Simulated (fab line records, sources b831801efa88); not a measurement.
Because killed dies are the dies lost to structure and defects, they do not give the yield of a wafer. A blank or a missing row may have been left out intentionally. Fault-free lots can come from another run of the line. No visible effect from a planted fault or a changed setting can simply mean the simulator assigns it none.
fab line records	flow sky130
record: lots: 6	wafers: 18	last_day: 50
route steps=708 shown METAL5@671 PASSIVATION@681 PAD_OPEN@694
lots that met no fault: taken from a fault-free run of the same line
start_h: the number of hours between the record's first day and the start of the first shown wafer of the lot	wait_h: hours since the lot's step before	" identical to the entry in the row above	L1.1+2: a single row standing in for several wafers	- no value, or no start was given	* or withheld: withheld	< > ~ a bound
route shown NAME@n: a module of which the file shows steps, and the number in the route of the first	usual: average and standard deviation across the fault-free wafers	same: alike in all rows	chamber/n: place in a boat	sites: the reading at each site	_std_site: how widely they spread, as a standard deviation	_edge_site: mean of outer sites minus mean of inner sites	radius_mm: how far each site lies from the wafer's centre	mask NAME#n: copy n	behind: the last tool/chamber to shape the wafer	hold: what put the lot on hold/how long, in hours/how the hold closed	device: the n, p or np transistor that did not switch	end of line: the same wafers' tests at the end of the route	a step given without rows: its recipe and nothing more	killed: dies that structure and defects cost at the first sort, which is not the same as the wafer's yield	map: shows each die of a wafer: x if killed, . if not, _ if none is there
set.NAME: the setting the step ran with; set.NAME@STEP: the setting that earlier step ran with	model.NAME: the simulator's own value behind a step, which no gauge read
a table for each step, a row for each wafer; lots at some steps of the route
services: when a tool's chamber went out of use (start_h, in hours from the record's first day, below 0 if earlier), for how many hours, and the reason
== steps ==
step: SKY_METAL5_SOFTBAKE_10
recipe: temp_c: 90	time_s: 60	resist: NOVOLAK
step: SKY_METAL5_EXPOSE_11
recipe: mask_id: MM5	na: 0.6	source_shape: conventional	sigma_outer: 0.6	polarization: unpolarized	target_cd_nm: 1600	dose_mj: 190
step: SKY_METAL5_PEB_12
recipe: temp_c: withheld	time_s: *	resist: NOVOLAK
step: SKY_METAL5_DEVELOP_13
recipe: resist: NOVOLAK	developer: TMAH	develop_time_s: 60	dev_temp_c: 23
step: SKY_METAL5_DESCUM_14
recipe: chemistry: O2	source_power_w: 150	bias_power_w: 0	pressure_mtorr: 10	temp_c: 40	time_s: 11
usual: chamber_pressure_mTorr: 9.997/0.025	drypump_motor_current_A: 5.7/0.36	oes_product_au: 0.998/0.0075
lot.wafer	tool	chamber	start_h	wait_h	chamber_pressure_mTorr	drypump_motor_current_A	oes_product_au	rf_hours_counter_h
L588.4	rie_metal-01	1	1043.88	0.1	9.999	5.3	0.999	-
L588.5	"	1	"	"	10.007	5.3	0.998	-
L588.6	"	0	"	"	10.000	5.4	0.995	-
L589.3	rie_metal-01	1	1051.63	0.1	10.006	5.3	1.006	-
L589.5	"	0	"	"	9.993	5.4	0.996	-
L589.6	"	1	"	"	10.008	5.3	1.009	-
L599.4	rie_metal-01	1	1118.25	0.1	9.996	5.3	0.995	-
L599.5	"	1	"	"	9.995	5.3	0.997	-
L599.6	"	1	"	"	9.996	5.3	1.004	-
L602.3	rie_metal-01	1	1139.50	0.1	9.996	5.3	0.997	-
L602.4	"	0	"	"	9.986	5.5	0.993	-
L602.6	"	1	"	"	9.997	5.3	0.998	-
L603.2	rie_metal-02	1	1142.20	0.1	9.996	6.0	0.995	17
L603.5	"	0	"	"	9.996	5.6	1.004	-
L603.6	"	1	"	"	10.001	6.0	0.993	-
L606.2	rie_metal-04	1	1162.89	0.1	10.002	6.0	0.995	18
L606.3	"	1	"	"	9.999	6.0	0.997	-
L606.6	"	0	"	"	10.008	6.3	1.001	-
step: SKY_METAL5_METAL_ETCH_15
recipe: target_depth_a: 12600	stop_on: SiO2	over_etch_frac: 0.2	time_s: 252	chemistry: Cl2/BCl3	resist_sidewall_deg: 86	pressure_mtorr: 10	icp_w: 900	bias_w: 48.5	Cl2_flow_sccm: 60	bcl3_flow_sccm: 30
usual: chamber_pressure_mTorr: 10.001/0.0091	drypump_motor_current_A: 5.7/0.36	oes_product_au: 0.895/0.0048	throttle_valve_pct: 22.264/0.0086
lot.wafer	tool	chamber	start_h	wait_h	chamber_pressure_mTorr	drypump_motor_current_A	oes_product_au	rf_hours_counter_h	throttle_valve_pct
L588.4	rie_metal-01	1	1043.98	0.1	10.013	5.3	0.898	-	22.260
L588.5	"	1	"	"	9.990	5.3	0.900	-	22.265
L588.6	"	0	"	"	10.020	5.4	0.894	-	22.269
L589.3	rie_metal-01	1	1051.73	0.1	10.005	5.3	0.896	-	22.270
L589.5	"	0	"	"	10.013	5.4	0.893	-	22.279
L589.6	"	1	"	"	10.010	5.3	0.894	-	22.269
L599.4	rie_metal-01	1	1118.52	0.3	9.989	5.3	0.897	-	22.269
L599.5	"	1	"	"	10.008	5.3	0.897	-	22.267
L599.6	"	1	"	"	9.993	5.3	0.889	-	22.278
L602.3	rie_metal-01	1	1139.60	0.1	10.007	5.3	0.889	-	22.260
L602.4	"	0	"	"	10.016	5.4	0.891	-	22.261
L602.6	"	1	"	"	10.001	5.3	0.897	-	22.271
L603.2	rie_metal-02	1	1142.24	0.0	10.010	6.0	0.895	17	22.278
L603.5	"	0	"	"	10.002	5.6	0.894	-	22.269
L603.6	"	1	"	"	10.005	6.0	0.888	-	22.246
L606.2	rie_metal-04	1	1162.92	0.0	10.003	6.0	0.891	18	22.276
L606.3	"	1	"	"	9.991	6.0	0.896	-	22.258
L606.6	"	0	"	"	9.993	6.4	0.893	-	22.266
step: SKY_METAL5_STRIP_16
recipe: chemistry: O2/N2	power_w: 1400	pressure_mtorr: 1500	platen_temp_c: withheld	o2_flow_sccm: 3000	n2_flow_sccm: 300	overash_fraction: 0.5
usual: chamber_pressure_mTorr: 1500.1/1.4	drypump_motor_current_A: 5.8/0.52	oes_product_au: 0.711/0.0047	strip_time_to_endpoint_s: 13.07/0.095
lot.wafer	tool	chamber	start_h	wait_h	chamber_pressure_mTorr	drypump_motor_current_A	oes_product_au	rf_hours_counter_h	strip_time_to_endpoint_s
L588.4	plasma_asher-04	1	1044.17	0.1	1500.4	5.1	0.711	-	13.00
L588.5	"	0	"	"	1502.8	6.2	0.710	-	13.01
L588.6	"	1	"	"	1500.2	5.1	0.707	-	13.10
L589.3	plasma_asher-02	1	1051.92	0.1	1500.3	6.5	0.716	-	13.00
L589.5	"	1	"	"	1500.4	6.4	0.712	-	13.15
L589.6	"	0	"	"	1501.3	5.4	0.711	-	13.03
L599.4	plasma_asher-04	0	1118.79	0.2	1503.4	6.1	0.710	-	13.00
L599.5	"	1	"	"	1500.2	5.1	0.702	-	12.96
L599.6	"	0	"	"	1497.8	6.1	0.709	-	12.98
L602.3	plasma_asher-02	0	1139.79	0.1	1497.6	5.5	0.707	-	13.09
L602.4	"	1	"	"	1497.7	6.4	0.702	-	13.07
L602.6	"	1	"	"	1503.6	6.4	0.712	-	13.10
L603.2	plasma_asher-04	0	1142.47	0.2	1501.9	6.2	0.712	71	13.10
L603.5	"	0	"	"	1500.9	6.2	0.703	-	13.10
L603.6	"	1	"	"	1500.5	5.1	0.710	-	13.12
L606.2	plasma_asher-03	0	1163.16	0.2	1500.1	5.5	0.714	10	13.00
L606.3	"	0	"	"	1497.7	5.5	0.710	-	13.12
L606.6	"	0	"	"	1499.6	5.5	0.714	-	12.92
step: SKY_METAL5_STRIP_17
recipe: chemistry: post_etch_residue_remover	time_s: 1200	temp_c: 72.5
step: SKY_METAL5_CLEAN_18
recipe: chemistry: IPA	time_s: 180	temp_c: 25
step: SKY_METAL5_CLEAN_19
recipe: chemistry: O3/DIW	dry: n2_spin
step: SKY_PASSIVATION_CVD_00
recipe: material: SiO2	target_thk_nm: 90	temp_c: 400	time_s: withheld	rf_w: 600
step: SKY_PASSIVATION_THK_MEAS_01
recipe: reads: SiO2_of_PASSIVATION_CVD_00
usual: PASSIVATION_CVD_00_THK: 90.3/1.1
lot.wafer	tool	chamber	start_h	wait_h	PASSIVATION_CVD_00_THK[nm]
L588.4	film_metro-02	-	1044.78	-	90.9
L588.5	"	-	"	"	91.2
L588.6	"	-	"	"	90.4
L589.3	film_metro-02	-	1052.56	-	91.5
L589.5	"	-	"	"	91.9
L589.6	"	-	"	"	89.9
L599.4	film_metro-04	-	1119.44	-	89.9
L599.5	"	-	"	"	91.9
L599.6	"	-	"	"	91.6
L602.3	film_metro-04	-	1140.44	-	88.4
L602.4	"	-	"	"	90.7
L602.6	"	-	"	"	90.5
L603.2	film_metro-02	-	1143.15	-	90.8
L603.5	"	-	"	"	90.7
L603.6	"	-	"	"	90.6
L606.2	film_metro-04	-	1163.83	-	88.8
L606.3	"	-	"	"	89.4
L606.6	"	-	"	"	89.7
step: SKY_PASSIVATION_CVD_02
recipe: material: Si3N4	target_thk_nm: 540	temp_c: 400	time_s: withheld	rf_w: 450
usual: heater_power_w: 764/110	rf_fwd_power_W: 449.2/1.3
lot.wafer	tool	chamber	start_h	wait_h	heater_power_w	rf_fwd_power_W	model.Si3N4_of_PASSIVATION_CVD_02.thk_nm
L588.4	pecvd-03	0	1044.92	0.1	905	447.9	544
L588.5	"	2	"	"	678	449.1	535.8
L588.6	"	1	"	"	556	449.3	539.2
L589.3	pecvd-04	2	1052.60	0.0	822	451.2	535.2
L589.5	"	2	"	"	838	447.9	538.5
L589.6	"	1	"	"	886	449.9	543.8
L599.4	pecvd-04	1	1119.58	0.1	893	450.3	545.3
L599.5	"	2	"	"	852	523.0	575.7
L599.6	"	0	"	"	611	449.0	539.2
L602.3	pecvd-04	2	1140.48	0.0	849	522.5	559.7
L602.4	"	2	"	"	893	520.6	566.3
L602.6	"	1	"	"	860	449.4	538.8
L603.2	pecvd-01	0	1143.20	0.0	848	447.7	537.6
L603.5	"	2	"	"	746	448.4	535.5
L603.6	"	1	"	"	682	447.8	545.7
L606.2	pecvd-01	0	1163.88	0.0	784	448.9	544.7
L606.3	"	2	"	"	837	448.6	536.3
L606.6	"	1	"	"	696	448.6	542.4
step: SKY_PASSIVATION_THK_MEAS_03
recipe: reads: Si3N4_of_PASSIVATION_CVD_02
usual: PASSIVATION_CVD_02_THK: 539/6.5
lot.wafer	tool	chamber	start_h	wait_h	PASSIVATION_CVD_02_THK[nm]
L588.4	film_metro-04	-	1045.07	-	544
L588.5	"	-	"	"	536
L588.6	"	-	"	"	539
L589.3	film_metro-01	-	1052.85	-	535
L589.5	"	-	"	"	539
L589.6	"	-	"	"	544
L599.4	film_metro-04	-	1119.72	-	545
L599.5	"	-	"	"	576
L599.6	"	-	"	"	540
L602.3	film_metro-04	-	1140.72	-	560
L602.4	"	-	"	"	566
L602.6	"	-	"	"	539
L603.2	film_metro-04	-	1143.44	-	538
L603.5	"	-	"	"	536
L603.6	"	-	"	"	546
L606.2	film_metro-04	-	1164.11	-	545
L606.3	"	-	"	"	536
L606.6	"	-	"	"	542
step: SKY_PASSIVATION_DEHYDRATE_04
recipe: temp_c: 200	time_s: 60
step: SKY_PASSIVATION_HMDS_05
recipe: prime_time_s: 60	prime_temp_c: 120
step: SKY_PASSIVATION_COAT_06
recipe: spin_rpm: 2000	resist_thk_nm: 3000
step: SKY_PASSIVATION_SOFTBAKE_07
recipe: temp_c: 110.4	time_s: withheld
step: SKY_PASSIVATION_EXPOSE_08
recipe: mask_id: NSM	target_cd_nm: 3000	na: 0.57	dose_mj: 260
step: SKY_PASSIVATION_PEB_09
recipe: temp_c: 115	time_s: withheld
step: SKY_PASSIVATION_DEVELOP_10
recipe: develop_time_s: 60	dev_temp_c: 23
step: SKY_PASSIVATION_ETCH_11
recipe: chemistry: CF4/O2	target_depth_nm: 725	stop_on: AlCu	source_w: 800	bias_w: 150	pressure_mtorr: 150	cf4_flow_sccm: 80	O2_flow_sccm: 10	time_s: 161.1
usual: chamber_pressure_mTorr: 150.00/0.14	drypump_motor_current_A: 6.0/0.34	oes_product_au: 0.978/0.0064	throttle_valve_pct: 5.965/0.009
lot.wafer	tool	chamber	start_h	wait_h	chamber_pressure_mTorr	drypump_motor_current_A	oes_product_au	rf_hours_counter_h	throttle_valve_pct	model.etch.depth_nm	model.PASSIVATION.feature_depth_nm
L588.4	rie_diel-01	3	1065.27	-	150.18	6.7	0.983	20	5.949	710.1	710.1
L588.5	"	1	"	"	150.00	5.7	0.985	-	5.961	702	702
L588.6	"	2	"	"	150.01	6.1	0.983	-	5.968	704.5	704.5
L589.3	rie_diel-04	3	1074.03	-	149.96	5.6	0.976	9	5.970	701.6	701.6
L589.5	"	3	"	"	149.82	5.6	0.981	-	5.963	706.4	706.4
L589.6	"	0	"	"	150.12	6.0	0.984	-	5.965	709.4	709.4
L599.4	rie_diel-01	1	1139.03	-	150.16	5.7	0.979	13	5.973	709.5	709.5
L599.5	"	2	"	"	150.03	6.1	0.991	-	5.972	723.9	723.9
L599.6	"	3	"	"	149.92	6.6	0.980	-	5.972	705	705
L602.3	rie_diel-01	3	1157.17	-	150.29	6.7	0.989	24	5.963	720.9	720.9
L602.4	"	2	"	"	150.04	6.1	0.987	21	5.966	723.4	723.4
L602.6	"	2	"	"	150.16	6.1	0.975	-	5.973	703.6	703.6
L603.2	rie_diel-04	0	1160.49	-	149.95	6.1	0.990	17	5.964	705.2	705.2
L603.5	"	2	"	"	149.92	5.7	0.973	-	5.964	702.6	702.6
L603.6	"	3	"	"	150.04	5.6	0.976	-	5.947	711.8	711.8
L606.2	rie_diel-04	1	1180.99	-	150.00	6.4	0.976	17	5.955	707.7	707.7
L606.3	"	2	"	"	150.03	5.7	0.976	15	5.962	699.4	699.4
L606.6	"	3	"	"	150.08	5.5	0.974	-	5.972	705.9	705.9
step: SKY_PASSIVATION_STRIP_12
recipe: chemistry: O2/N2	power_w: 1400	pressure_mtorr: 1500	platen_temp_c: withheld	overash_fraction: 0.7	o2_flow_sccm: 3000	n2_flow_sccm: 300
usual: chamber_pressure_mTorr: 1500.1/1.4	drypump_motor_current_A: 5.8/0.51	oes_product_au: 0.661/0.0048	strip_time_to_endpoint_s: 31.44/0.1
lot.wafer	tool	chamber	start_h	wait_h	chamber_pressure_mTorr	drypump_motor_current_A	oes_product_au	rf_hours_counter_h	strip_time_to_endpoint_s
L588.4	plasma_asher-01	0	1065.41	0.1	1501.2	5.5	0.656	-	31.48
L588.5	"	1	"	"	1499.7	6.4	0.663	-	31.46
L588.6	"	0	"	"	1500.2	5.5	0.662	-	31.36
L589.3	plasma_asher-01	0	1074.17	0.1	1500.0	5.5	0.653	-	31.48
L589.5	"	1	"	"	1501.0	6.4	0.662	-	31.61
L589.6	"	0	"	"	1499.9	5.5	0.664	-	31.49
L599.4	plasma_asher-04	1	1139.17	0.1	1500.6	5.1	0.663	-	31.45
L599.5	"	0	"	"	1499.2	6.1	0.670	-	31.45
L599.6	"	1	"	"	1500.3	5.1	0.657	-	31.44
L602.3	plasma_asher-01	0	1157.31	0.1	1503.2	5.5	0.668	-	31.46
L602.4	"	1	"	"	1501.0	6.4	0.669	-	31.34
L602.6	"	0	"	"	1499.7	5.5	0.660	-	31.44
L603.2	plasma_asher-04	0	1160.59	0.1	1502.0	6.2	0.661	73	31.47
L603.5	"	0	"	"	1498.7	6.1	0.666	-	31.57
L603.6	"	1	"	"	1500.3	5.2	0.669	-	31.67
L606.2	plasma_asher-01	1	1181.10	0.1	1500.2	6.4	0.670	110	31.43
L606.3	"	1	"	"	1499.7	6.4	0.661	-	31.37
L606.6	"	0	"	"	1500.6	5.5	0.665	-	31.44
step: SKY_PAD_OPEN_DEHYDRATE_00
recipe: temp_c: 200	time_s: 60
step: SKY_PAD_OPEN_HMDS_01
recipe: prime_time_s: 60	prime_temp_c: 120
step: SKY_PAD_OPEN_COAT_02
recipe: spin_rpm: 2000	resist_thk_nm: 3000
step: SKY_PAD_OPEN_SOFTBAKE_03
recipe: temp_c: 110	time_s: withheld
step: SKY_PAD_OPEN_EXPOSE_04
recipe: mask_id: PDM	target_cd_nm: 60000	na: 0.57	dose_mj: 260
step: SKY_PAD_OPEN_PEB_05
recipe: temp_c: 115	time_s: withheld
step: SKY_PAD_OPEN_DEVELOP_06
recipe: develop_time_s: 60	dev_temp_c: 23
step: SKY_PAD_OPEN_ETCH_07
recipe: chemistry: CF4/O2	target_depth_nm: 725	stop_on: AlCu	source_w: 800	bias_w: 150	pressure_mtorr: 150	cf4_flow_sccm: 80	O2_flow_sccm: 10	time_s: 161.1
usual: chamber_pressure_mTorr: 150.00/0.12	drypump_motor_current_A: 5.9/0.46	oes_product_au: 0.978/0.007	throttle_valve_pct: 5.964/0.0089
lot.wafer	tool	chamber	start_h	wait_h	chamber_pressure_mTorr	drypump_motor_current_A	oes_product_au	rf_hours_counter_h	throttle_valve_pct	model.etch.depth_nm	model.PAD_OPEN.feature_depth_nm
L588.4	rie_diel-03	3	1086.37	-	150.10	5.8	0.994	-	5.960	710.1	710.1
L588.5	"	0	"	"	149.67	5.8	0.971	-	5.972	702	702
L588.6	"	2	"	"	150.08	5.0	0.977	-	5.960	704.5	704.5
L589.3	rie_diel-03	3	1094.20	-	150.15	5.8	0.970	18	5.963	701.6	701.6
L589.5	"	2	"	"	150.12	5.0	0.983	-	5.970	706.4	706.4
L589.6	"	3	"	"	150.03	5.8	0.980	-	5.968	709.4	709.4
L599.4	rie_diel-01	2	1155.38	-	150.11	6.1	0.990	21	5.957	709.5	709.5
L599.5	"	3	"	"	149.93	6.7	0.998	-	5.990	737.3	737.3
L599.6	"	2	"	"	149.97	6.1	0.979	-	5.976	705	705
L602.3	rie_diel-01	2	1174.33	-	149.92	6.1	0.982	22	5.964	722.2	722.2
L602.4	"	0	"	"	149.89	6.1	0.995	13	5.984	725.7	725.7
L602.6	"	0	"	"	149.90	6.1	0.973	-	5.965	703.6	703.6
L603.2	rie_diel-02	1	1177.25	-	149.94	5.8	0.982	13	5.951	705.2	705.2
L603.5	"	3	"	"	150.26	6.5	0.982	-	5.950	702.6	702.6
L603.6	"	2	"	"	150.00	6.1	0.983	-	5.961	711.8	711.8
L606.2	rie_diel-01	2	1196.67	-	149.91	6.1	0.985	23	5.951	707.7	707.7
L606.3	"	1	"	"	149.96	5.7	0.967	15	5.972	699.4	699.4
L606.6	"	2	"	"	149.77	6.1	0.980	-	5.973	705.9	705.9
step: SKY_PAD_OPEN_STRIP_08
recipe: chemistry: O2/N2	power_w: 1400	pressure_mtorr: 1500	platen_temp_c: withheld	overash_fraction: 0.7	o2_flow_sccm: 3000	n2_flow_sccm: 300
usual: chamber_pressure_mTorr: 1500.0/1.4	drypump_motor_current_A: 5.9/0.5	oes_product_au: 0.663/0.0044	strip_time_to_endpoint_s: 37.05/0.13
lot.wafer	tool	chamber	start_h	wait_h	chamber_pressure_mTorr	drypump_motor_current_A	oes_product_au	rf_hours_counter_h	strip_time_to_endpoint_s
L588.4	plasma_asher-04	1	1086.46	0.0	1500.3	5.1	0.662	-	37.02
L588.5	"	0	"	"	1502.5	6.1	0.667	-	36.99
L588.6	"	1	"	"	1500.5	5.1	0.654	-	36.96
L589.3	plasma_asher-03	0	1094.34	0.1	1501.3	5.5	0.663	-	37.10
L589.5	"	0	"	"	1500.9	5.5	0.664	-	37.22
L589.6	"	1	"	"	1502.9	6.5	0.663	-	37.16
L599.4	plasma_asher-03	1	1155.52	0.1	1499.5	6.5	0.661	-	37.08
L599.5	"	1	"	"	1498.1	6.5	0.659	-	37.15
L599.6	"	0	"	"	1500.2	5.5	0.663	-	37.25
L602.3	plasma_asher-03	1	1174.47	0.1	1501.0	6.5	0.666	-	37.05
L602.4	"	0	"	"	1500.1	5.5	0.659	-	37.00
L602.6	"	0	"	"	1499.6	5.5	0.661	-	36.97
L603.2	plasma_asher-03	1	1177.36	0.1	1498.2	6.5	0.665	11	37.07
L603.5	"	1	"	"	1499.0	6.5	0.668	-	37.03
L603.6	"	0	"	"	1499.5	5.5	0.663	-	37.06
L606.2	plasma_asher-01	1	1196.78	0.1	1502.8	6.5	0.657	111	36.94
L606.3	"	0	"	"	1499.4	5.5	0.658	-	36.82
L606.6	"	0	"	"	1498.0	5.5	0.663	-	37.00
step: SKY_PAD_OPEN_STRIP_09
recipe: chemistry: post_etch_residue_remover	time_s: 1200	temp_c: 72.5
lot.wafer	tool	chamber	start_h	wait_h	model.Si3N4_of_PASSIVATION_CVD_02.thk_nm
L588.4	wet_bench-01	2	1086.53	0.0	543.7
L588.5	"	2	"	"	535.4
L588.6	"	2	"	"	538.9
L589.3	wet_bench-01	1	1094.41	0.0	534.8
L589.5	"	1	"	"	538.1
L589.6	"	1	"	"	543.4
L599.4	wet_bench-02	2	1155.59	0.0	544.9
L599.5	"	2	"	"	575.3
L599.6	"	2	"	"	538.8
L602.3	wet_bench-01	0	1174.53	0.0	559.3
L602.4	"	0	"	"	565.9
L602.6	"	0	"	"	538.4
L603.2	wet_bench-01	1	1177.46	0.1	537.3
L603.5	"	1	"	"	535.1
L603.6	"	1	"	"	545.3
L606.2	wet_bench-02	2	1196.89	0.1	544.3
L606.3	"	2	"	"	536
L606.6	"	2	"	"	542.1
step: SKY_PAD_OPEN_CLEAN_10
recipe: chemistry: IPA	time_s: 180	temp_c: 25
step: SKY_PAD_OPEN_PROBE_99
usual: defect_limited_yield: 82.5/1.8	killed_at_M0_to_M3: 43/5.9	killed_at_M4_up: 3.3/1.9	killed_at_contacts: 24/5.6	killed_at_front_end: 15/4.1	killed_at_other: 0.4/0.66	killed_dies: 86/9	killed_open: 47/6.9	killed_short: 39/6.2	sort_bin_3_pad_short: 0.9/0.45	sort_bin_5_function: 10.3/1.4	sort_bin_6_memory: 6.3/1.2	sort_n_pass: 406/9	sort_yield_pct: 82.5/1.8
same: gross_dies: 492	killed_at_back_side: 0	sort_bin_4_leakage[%]: 0	sort_bin_8_speed[%]: 0
lot.wafer	tool	chamber	start_h	wait_h	defect_limited_yield[%]	killed_at_M0_to_M3	killed_at_M4_up	killed_at_contacts	killed_at_front_end	killed_at_other	killed_dies	killed_open	killed_short	sort_bin_3_pad_short[%]	sort_bin_5_function[%]	sort_bin_6_memory[%]	sort_n_pass	sort_yield_pct[%]
L588.4	prober-02	-	1088.79	0.2	82.3	42	8	17	18	2	87	54	33	0	11.0	6.7	405	82.3
L588.5	prober-02	-	1088.84	0.2	85.2	48	1	17	7	0	73	43	30	1.2	9.3	4.3	419	85.2
L588.6	prober-02	-	1088.89	0.2	83.7	52	3	14	10	1	80	43	37	0.6	9.8	5.9	412	83.7
killed by level:class
L588.4 VIA2:geometric_particle:open=9 VIA1:geometric_particle:open=8 LI_CONTACT:geometric_particle:open=7 VIA3:geometric_particle:open=7 FIELD_ISO:geometric_particle:open=6 POLY_GATE:geometric_particle:open=5 CONTACT:geometric_particle:open=5 METAL4:geometric_particle:short=5
L588.5 VIA3:geometric_particle:open=13 METAL1:geometric_particle:short=8 VIA1:geometric_particle:open=8 CONTACT:geometric_particle:open=6 LI_CONTACT:geometric_particle:open=4 METAL2:geometric_particle:short=4 VIA2:geometric_particle:short=3 CONTACT:geometric_particle:short=3
L588.6 VIA1:geometric_particle:open=15 VIA2:geometric_particle:open=8 METAL2:geometric_particle:short=6 VIA3:geometric_particle:open=6 FIELD_ISO:geometric_particle:short=4 CONTACT:geometric_particle:short=4 METAL1:geometric_particle:short=4 VIA2:geometric_particle:short=4
== services ==
tool	chamber	start_h	hours	kind
rie_metal-01	1	1024.74	18.7	repair
rie_diel-04	1	1047.02	8.6	repair
rie_diel-04	0	1048.07	8.1	repair
plasma_asher-04	-	1050.20	9.9	repair
plasma_asher-03	-	1055.34	9.0	pm
rie_metal-04	-	1060.83	1.4	pm
rie_metal-04	1	1066.61	1.7	repair
rie_diel-01	1	1067.33	2.5	repair
rie_diel-03	1	1068.59	32.8	repair
pecvd-01	2	1070.47	2.4	repair
plasma_asher-01	-	1077.41	6.6	repair
rie_metal-01	0	1095.17	23.8	repair
plasma_asher-04	-	1103.48	9.0	pm
rie_diel-03	2	1107.59	7.6	repair
plasma_asher-01	-	1110.15	3.0	repair
plasma_asher-01	-	1115.45	2.8	pm
pecvd-04	1	1115.54	3.6	repair
plasma_asher-03	-	1117.62	0.8	repair
rie_metal-02	-	1135.59	1.2	repair
plasma_asher-03	-	1145.50	1.7	repair
rie_metal-01	-	1149.09	0.5	repair
pecvd-04	-	1159.82	1.0	repair
plasma_asher-04	-	1162.28	0.4	repair
rie_metal-04	1	1171.26	3.2	repair
== key ==
first_sign: step: SKY_PASSIVATION_CVD_02	reading: rf_fwd_power_W	direction: up	sigmas: 57	usual: 449.2	struck: 522.0
effect: step: SKY_PASSIVATION_THK_MEAS_03	reading: PASSIVATION_CVD_02_THK	direction: up	sigmas: 4.3	usual: 539	struck: 567
model_effect: step: SKY_PASSIVATION_CVD_02	value: Si3N4_of_PASSIVATION_CVD_02.thk_nm	without: 542.6	struck: 567.2
model_effect: step: SKY_PASSIVATION_ETCH_11	value: etch.depth_nm	without: 707	struck: 722.7
model_effect: step: SKY_PAD_OPEN_ETCH_07	value: etch.depth_nm	without: 707	struck: 728.4
model_effect: step: SKY_PAD_OPEN_STRIP_09	value: Si3N4_of_PASSIVATION_CVD_02.thk_nm	without: 542.2	struck: 566.9
met_at SKY_PASSIVATION_CVD_02
struck_wafers L599.5,L602.3,L602.4
onset_between 1052.60 1119.58
fault: kind: process_parameter_drift	tool: pecvd-04	chamber: 2	onset_h: 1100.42	steps: SKY_PASSIVATION_CVD_02	channel: rf_w	offset: 72	shape: step	end_h: 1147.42	acts_in: these_recipes_only	stated: 450
